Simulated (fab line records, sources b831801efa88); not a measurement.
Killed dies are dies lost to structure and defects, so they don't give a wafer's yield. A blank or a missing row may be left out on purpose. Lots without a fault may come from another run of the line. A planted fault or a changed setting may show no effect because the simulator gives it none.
fab line records | flow gf180mcu
record lots=14 wafers=42 last_day=33
route steps=602 shown V5@564 TOP_METAL@583 PASSIVATION@589
lots that met no fault: from a run of the same line without faults
start_h: hours from the record's first day to the start of the lot's first wafer shown | wait_h: hours since the lot's step before | " the same as in the row above | L1.1+2: a row that stands for several wafers | - no value, or no start given | * or withheld: withheld | < > ~ a bound
route shown NAME@n: a module of which the file shows steps, and the number in the route of the first | usual: mean/standard deviation of fault-free wafers | same: alike in all rows | chamber/n: place in a boat | sites: the reading at each site | _std_site: their standard deviation | _edge_site: outer sites' mean less inner sites' | radius_mm: how far each site lies from the wafer's centre | mask NAME#n: copy n | behind: the tool/chamber that last shaped the wafer | hold: why the lot was held/for how many hours/how that ended | device: the transistor (n, p or np) that didn't switch | end of line: the same wafers' tests at the end of the route | a step without rows: its recipe alone | killed: dies lost to structure and defects at the first sort, not the wafer's yield | map: a wafer's dies, x killed, . not, _ none there
set.NAME: the setting as run; set.NAME@STEP: as run at that earlier step | model.NAME: the simulator's own value behind a step, which no gauge read
steps of the route over a sample of lots; a table a step, a row a wafer
services: from which hour (start_h, from the record's first day; less than 0 if before it) a tool's chamber was out of use, for how many hours, and why
## steps
# step GF_V5_RS_MEAS_24
# recipe thk_meas_gauge=four-point-probe reads=W_of_V5_CVD_23+TiN_of_V5_SPUTTER_22+Ti_of_V5_SPUTTER_21
# usual V5_W_RS=0.328/0.0056
# columns lot.wafer tool chamber start_h wait_h V5_W_RS[ohm/sq]
L652.1 film_metro-03 - 630.55 0.1 0.327
L652.4 " - " " 0.330
L652.5 " - " " 0.329
L654.2 film_metro-02 - 638.85 0.1 0.329
L654.3 " - " " 0.331
L654.5 " - " " 0.319
L655.1 film_metro-04 - 655.53 0.1 0.334
L655.2 " - " " 0.320
L655.4 " - " " 0.328
L656.1 film_metro-02 - 655.73 0.1 0.326
L656.2 " - " " 0.329
L656.4 " - " " 0.330
L657.2 film_metro-04 - 661.94 0.1 0.316
L657.4 " - " " 0.332
L657.6 " - " " 0.315
L658.2 film_metro-04 - 675.23 0.1 0.330
L658.4 " - " " 0.333
L658.6 " - " " 0.315
L659.1 film_metro-03 - 677.04 0.1 0.331
L659.2 " - " " 0.331
L659.3 " - " " 0.335
L660.1 film_metro-04 - 683.74 0.1 0.318
L660.5 " - " " 0.321
L660.6 " - " " 0.333
L661.1 film_metro-03 - 690.41 0.1 0.333
L661.2 " - " " 0.331
L661.5 " - " " 0.338
L666.3 film_metro-02 - 732.91 0.1 0.333
L666.5 " - " " 0.322
L666.6 " - " " 0.335
L669.3 film_metro-02 - 746.74 0.1 0.328
L669.4 " - " " 0.330
L669.5 " - " " 0.329
L670.1 film_metro-04 - 754.87 0.1 0.329
L670.2 " - " " 0.331
L670.5 " - " " 0.331
L671.1 film_metro-04 - 763.97 0.1 0.332
L671.2 " - " " 0.332
L671.3 " - " " 0.333
L672.3 film_metro-04 - 765.26 0.1 0.330
L672.5 " - " " 0.320
L672.6 " - " " 0.333
# step GF_V5_CMP_26
# recipe stop_on=SiO2 down_force_psi=3.5 platen_rpm=60 t_overpolish_s=15 target_thk_nm=0 pad_velocity_m_s=0.94248
# usual motor_current_A=10.7/1.3 overpolish_run_s=15.001/0.0097 platen_rpm=60.00/0.041 slurry_filter_dp_kPa=13.49/0.14 time_to_endpoint_s=85/3.3
# columns lot.wafer tool chamber start_h wait_h motor_current_A overpolish_run_s platen_rpm slurry_filter_dp_kPa time_to_endpoint_s
L652.4 cmp-02 1 630.73 0.0 10.6 14.992 60.01 13.58 87
L652.1 " 2 " " 11.7 15.005 60.01 13.74 85
L652.5 " 2 " " 11.1 14.983 60.01 13.76 86
L654.3 cmp-02 0 639.11 0.1 13.2 15.008 60.06 13.40 91
L654.2 " 1 " " 10.5 15.002 60.03 13.32 90
L654.5 " 2 " " 11.3 14.990 60.02 13.51 86
L655.2 cmp-02 2 655.71 0.0 11.2 15.000 59.99 13.74 86
L655.4 " 3 " " 8.9 15.002 59.99 13.64 85
L655.1 " 1 " " 10.5 14.983 59.99 13.44 86
L656.1 cmp-01 3 655.91 0.1 8.7 15.026 60.01 13.33 88
L656.4 " 1 " " 11.7 14.991 60.00 13.53 86
L656.2 " 2 " " 9.4 14.986 60.02 13.38 87
L657.4 cmp-01 1 662.15 0.1 12.0 15.006 60.01 13.27 83
L657.2 " 3 " " 8.7 15.005 60.07 13.61 92
L657.6 " 0 " " 11.6 15.010 60.01 13.58 93
L658.2 cmp-01 0 675.44 0.1 11.1 15.002 59.97 13.56 82
L658.4 " 2 " " 9.6 14.986 60.04 13.58 81
L658.6 " 0 " " 12.0 14.993 59.99 13.36 88
L659.3 cmp-01 0 677.24 0.0 11.7 14.999 60.01 13.56 81
L659.2 " 1 " " 12.0 14.992 60.03 13.65 85
L659.1 " 2 " " 9.3 14.994 59.98 13.58 83
L660.1 cmp-01 1 683.92 0.1 11.8 14.990 60.01 13.69 89
L660.6 " 1 " " 12.1 15.003 60.01 13.47 84
L660.5 " 2 " " 9.4 15.002 60.01 13.33 85
L661.2 cmp-02 1 690.64 0.1 10.9 15.006 60.01 13.83 87
L661.1 " 3 " " 9.2 15.000 59.97 13.40 83
L661.5 " 0 " " 11.9 14.981 60.06 13.69 87
L666.3 cmp-02 2 733.10 0.1 10.9 15.002 59.96 13.43 85
L666.6 " 1 " " 10.1 15.001 60.02 13.40 85
L666.5 " 2 " " 10.8 15.008 60.02 13.49 88
L669.4 cmp-01 3 746.93 0.1 8.2 15.006 59.99 13.33 86
L669.3 " 1 " " 12.2 15.002 60.06 13.33 84
L669.5 " 2 " " 9.2 15.000 59.98 13.77 85
L670.2 cmp-02 1 755.15 0.1 9.5 15.006 60.02 13.35 83
L670.1 " 2 " " 11.5 15.010 60.03 13.46 80
L670.5 " 0 " " 12.1 14.999 60.02 13.46 83
L671.2 cmp-02 0 764.20 0.1 12.1 15.016 60.01 13.46 83
L671.1 " 1 " " 10.1 15.007 59.91 13.37 83
L671.3 " 2 " " 10.7 15.001 59.98 13.64 83
L672.3 cmp-01 3 765.40 0.0 9.1 15.003 60.13 13.52 80
L672.6 " 3 " " 8.7 15.011 60.08 13.65 80
L672.5 " 0 " " 11.1 15.005 59.94 13.26 82
# step GF_TOP_METAL_METAL_ETCH_16
# recipe chemistry=Cl2/BCl3 mask_material=NOVOLAK target_depth_nm=1077.5 stop_on=SiO2 pressure_mtorr=8 icp_w=800 bias_w=140 Cl2_flow_sccm=80 bcl3_flow_sccm=40 time_s=179.6
# usual bcl3_flow_sccm=40.03/0.12 drypump_motor_current_A=5.55/0.25 oes_product_au=0.968/0.0075 throttle_valve_pct=28.255/0.011
# columns lot.wafer tool chamber start_h wait_h bcl3_flow_sccm drypump_motor_current_A oes_product_au rf_hours_counter_h throttle_valve_pct
L652.1 rie_metal-03 1 651.68 0.0 39.96 5.52 0.964 5 28.245
L652.4 " 1 " " 40.06 5.51 0.962 - 28.266
L652.5 " 0 " " 40.02 5.12 0.960 - 28.272
L654.2 rie_metal-03 0 659.23 0.1 40.04 5.13 0.974 - 28.253
L654.3 " 0 " " 40.02 5.13 0.977 - 28.257
L654.5 " 0 " " 40.06 5.11 0.977 - 28.241
L655.1 rie_metal-03 1 675.62 0.0 40.04 5.54 0.964 6 28.260
L655.2 " 1 " " 39.85 5.54 0.955 - 28.263
L655.4 " 1 " " 40.03 5.53 0.964 - 28.236
L656.1 rie_metal-02 1 675.78 0.0 40.10 5.88 0.960 10 28.264
L656.2 " 0 " " 40.15 5.57 0.949 13 28.255
L656.4 " 0 " " 40.15 5.57 0.956 - 28.261
L657.2 rie_metal-01 1 681.97 0.0 40.09 5.37 0.959 1 28.280
L657.4 " 1 " " 39.86 5.34 0.960 - 28.250
L657.6 " 0 " " 39.92 5.83 0.969 - 28.250
L658.2 rie_metal-02 1 694.23 0.0 39.81 5.88 0.985 10 28.217
L658.4 " 0 " " 40.05 5.57 0.976 - 28.248
L658.6 " 1 " " 40.06 5.91 0.969 - 28.254
L659.1 rie_metal-02 1 696.40 0.0 40.17 5.85 0.977 10 28.247
L659.2 " 0 " " 40.02 5.57 0.972 14 28.245
L659.3 " 1 " " 40.19 5.86 0.974 - 28.247
L660.1 rie_metal-01 1 702.83 0.0 40.33 5.38 0.964 2 28.235
L660.5 " 1 " " 40.15 5.38 0.975 - 28.253
L660.6 " 0 " " 40.12 5.84 0.966 - 28.250
L661.1 rie_metal-03 1 709.13 0.0 40.00 5.52 0.969 8 28.252
L661.2 " 0 " " 40.02 5.12 0.979 10 28.249
L661.5 " 0 " " 40.00 5.12 0.965 - 28.255
L666.3 rie_metal-01 1 750.98 0.1 39.92 5.36 0.780 - 28.459
L666.5 " 1 " " 39.81 5.37 0.770 - 28.464
L666.6 " 1 " " 39.97 5.43 0.966 - 28.253
L669.3 rie_metal-02 0 763.43 0.1 39.97 5.53 0.964 - 28.260
L669.4 " 1 " " 40.01 5.89 0.961 - 28.258
L669.5 " 1 " " 39.94 5.88 0.968 - 28.249
L670.1 rie_metal-01 1 772.18 0.0 39.92 5.36 0.968 7 28.264
L670.2 " 0 " " 40.02 5.82 0.786 0 28.448
L670.5 " 0 " " 39.95 5.84 0.790 - 28.457
L671.1 rie_metal-02 1 780.72 0.0 39.83 5.89 0.965 16 28.272
L671.2 " 0 " " 39.95 5.59 0.953 1 28.262
L671.3 " 0 " " 39.95 5.60 0.958 - 28.286
L672.3 rie_metal-03 1 781.83 0.1 40.02 5.53 0.970 - 28.249
L672.5 " 0 " " 39.98 5.12 0.962 - 28.257
L672.6 " 1 " " 40.00 5.54 0.958 - 28.259
# step GF_TOP_METAL_STRIP_17
# recipe chemistry=O2/N2 power_w=1400 pressure_mtorr=1500 platen_temp_c=250 o2_flow_sccm=3000 n2_flow_sccm=300 overash_fraction=0.5
# usual drypump_motor_current_A=5.73/0.11 heater_power_w=339/40 oes_product_au=0.710/0.0043 strip_time_to_endpoint_s=13.48/0.071
# same overash_fraction=0.5
# columns lot.wafer tool chamber start_h wait_h drypump_motor_current_A heater_power_w oes_product_au rf_hours_counter_h strip_time_to_endpoint_s
L652.1 plasma_asher-01 0 651.86 0.1 5.71 357 0.705 84 13.58
L652.4 " 1 " " 5.87 277 0.708 - 13.60
L652.5 " 0 " " 5.74 356 0.712 - 13.48
L654.2 plasma_asher-03 0 659.52 0.2 5.66 365 0.706 108 13.45
L654.3 " 0 " " 5.66 375 0.714 - 13.48
L654.5 " 1 " " 5.72 357 0.712 - 13.47
L656.1 plasma_asher-01 1 675.96 0.1 5.92 278 0.702 86 13.49
L656.2 " 0 " " 5.79 357 0.708 86 13.51
L656.4 " 0 " " 5.75 360 0.711 - 13.51
L655.1 plasma_asher-02 1 675.97 0.3 5.82 392 0.715 26 13.62
L655.2 " 0 " " 5.55 310 0.714 26 13.55
L655.4 " 1 " " 5.82 387 0.697 - 13.60
L657.2 plasma_asher-03 0 682.14 0.1 5.68 378 0.710 111 13.48
L657.4 " 0 " " 5.69 376 0.711 - 13.49
L657.6 " 0 " " 5.69 375 0.708 - 13.47
L658.2 plasma_asher-02 0 694.41 0.1 5.54 299 0.713 28 13.37
L658.4 " 0 " " 5.54 311 0.714 - 13.34
L658.6 " 0 " " 5.54 292 0.706 - 13.32
L659.1 plasma_asher-01 0 696.57 0.1 5.76 356 0.712 88 13.42
L659.2 " 1 " " 5.85 280 0.711 88 13.50
L659.3 " 1 " " 5.88 279 0.711 - 13.40
L660.1 plasma_asher-01 0 703.00 0.1 5.74 363 0.711 89 13.39
L660.5 " 1 " " 5.92 279 0.706 - 13.43
L660.6 " 0 " " 5.75 356 0.711 - 13.43
L661.1 plasma_asher-03 1 709.31 0.1 5.68 363 0.720 113 13.43
L661.2 " 0 " " 5.69 364 0.713 113 13.40
L661.5 " 1 " " 5.65 361 0.705 - 13.35
L666.3 plasma_asher-02 0 751.25 0.2 5.53 305 0.714 - 15.24
L666.5 " 1 " " 5.80 390 0.712 - 15.23
L666.6 " 0 " " 5.53 305 0.716 - 13.49
L669.3 plasma_asher-02 1 763.58 0.1 5.81 385 0.706 - 13.61
L669.4 " 0 " " 5.54 308 0.710 - 13.46
L669.5 " 1 " " 5.85 390 0.715 - 13.45
L670.1 plasma_asher-01 0 772.35 0.1 5.71 348 0.711 97 13.49
L670.2 " 1 " " 5.83 279 0.706 97 15.21
L670.5 " 1 " " 5.85 286 0.709 - 15.22
L671.1 plasma_asher-03 1 780.89 0.1 5.70 345 0.713 3 13.38
L671.2 " 0 " " 5.65 356 0.716 3 13.36
L671.3 " 0 " " 5.68 356 0.705 - 13.38
L672.3 plasma_asher-02 0 781.98 0.1 5.55 302 0.709 - 13.65
L672.5 " 0 " " 5.53 300 0.706 - 13.54
L672.6 " 1 " " 5.81 388 0.709 - 13.55
# step GF_PASSIVATION_CVD_02
# recipe material=Si3N4 target_thk_nm=700 time_s=486.18 temp_c=400 rf_w=450
# usual heater_power_w=701/91
# columns lot.wafer tool chamber start_h wait_h heater_power_w
L652.1 pecvd-03 1 652.57 0.1 738
L652.4 " 2 " " 636
L652.5 " 1 " " 769
L654.2 pecvd-02 0 660.19 0.0 716
L654.3 " 2 " " 517
L654.5 " 1 " " 773
L656.1 pecvd-03 2 676.68 0.1 634
L656.2 " 1 " " 796
L656.4 " 1 " " 820
L655.1 pecvd-04 2 676.77 0.1 765
L655.2 " 0 " " 740
L655.4 " 2 " " 765
L657.2 pecvd-02 2 683.17 0.0 549
L657.4 " 0 " " 757
L657.6 " 0 " " 797
L658.2 pecvd-03 2 695.13 0.0 621
L658.4 " 1 " " 826
L658.6 " 2 " " 618
L659.1 pecvd-03 2 697.34 0.1 638
L659.2 " 1 " " 798
L659.3 " 2 " " 649
L660.1 pecvd-04 1 703.71 0.1 630
L660.5 " 1 " " 653
L660.6 " 0 " " 799
L661.1 pecvd-02 2 709.98 0.1 625
L661.2 " 0 " " 660
L661.5 " 2 " " 516
L666.3 pecvd-03 0 751.96 0.0 864
L666.5 " 2 " " 596
L666.6 " 1 " " 670
L669.3 pecvd-03 0 764.29 0.0 773
L669.4 " 0 " " 827
L669.5 " 1 " " 742
L670.1 pecvd-04 0 773.36 0.1 703
L670.2 " 1 " " 597
L670.5 " 0 " " 750
L671.1 pecvd-04 2 781.56 0.1 645
L671.2 " 0 " " 730
L671.3 " 1 " " 674
L672.3 pecvd-04 2 782.61 0.0 773
L672.5 " 0 " " 793
L672.6 " 2 " " 645
## services
# columns tool chamber start_h hours kind
plasma_asher-01 - 608.02 14.6 pm
cmp-02 - 613.68 0.3 repair
rie_metal-01 0 622.96 7.4 repair
cmp-01 - 625.76 1.2 repair
cmp-01 - 630.19 0.3 repair
cmp-02 - 631.13 3.8 repair
pecvd-04 0 638.60 20.0 repair
pecvd-03 - 644.29 0.4 repair
pecvd-04 1 647.25 4.9 repair
rie_metal-03 - 648.11 2.8 pm
rie_metal-03 1 652.24 12.6 repair
pecvd-03 - 656.65 2.8 pm
rie_metal-03 0 663.20 18.3 repair
pecvd-04 - 666.26 2.8 pm
cmp-01 - 668.26 2.4 repair
plasma_asher-03 - 687.69 3.6 repair
pecvd-03 0 695.47 3.8 repair
cmp-02 - 716.72 3.8 pm
cmp-02 - 720.68 0.8 repair
plasma_asher-03 - 733.75 9.0 pm
cmp-02 - 744.41 4.0 pm
plasma_asher-03 - 745.86 5.5 repair
rie_metal-03 - 748.14 1.4 pm
plasma_asher-02 - 768.80 0.9 repair
## key
first_sign step=GF_TOP_METAL_METAL_ETCH_16 reading=oes_product_au direction=down sigmas=25 usual=0.968 struck=0.782
effect step=GF_TOP_METAL_METAL_ETCH_16 reading=throttle_valve_pct direction=up sigmas=18 usual=28.255 struck=28.457
effect step=GF_TOP_METAL_STRIP_17 reading=strip_time_to_endpoint_s direction=up sigmas=25 usual=* struck=*
met_at GF_TOP_METAL_METAL_ETCH_16
struck_lots L666,L670
struck_wafers L666.3,L666.5,L670.2,L670.5
sort_left_out L666.3,L666.5,L670.2,L670.5
not_acting_at GF_V5_RS_MEAS_24,GF_V5_CMP_26,GF_PASSIVATION_CVD_02
onset_between 702.83 750.98
fault kind=process_parameter_drift tool=rie_metal-01 chamber=- onset_h=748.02 steps=GF_TOP_METAL_METAL_ETCH_16 channel=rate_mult offset=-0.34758 shape=step end_h=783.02 scope=struck_wafers_only
# sort_left_out: the simulated sort isn't trusted on such a fault, so these wafers' sort isn't shown, and their yield isn't known
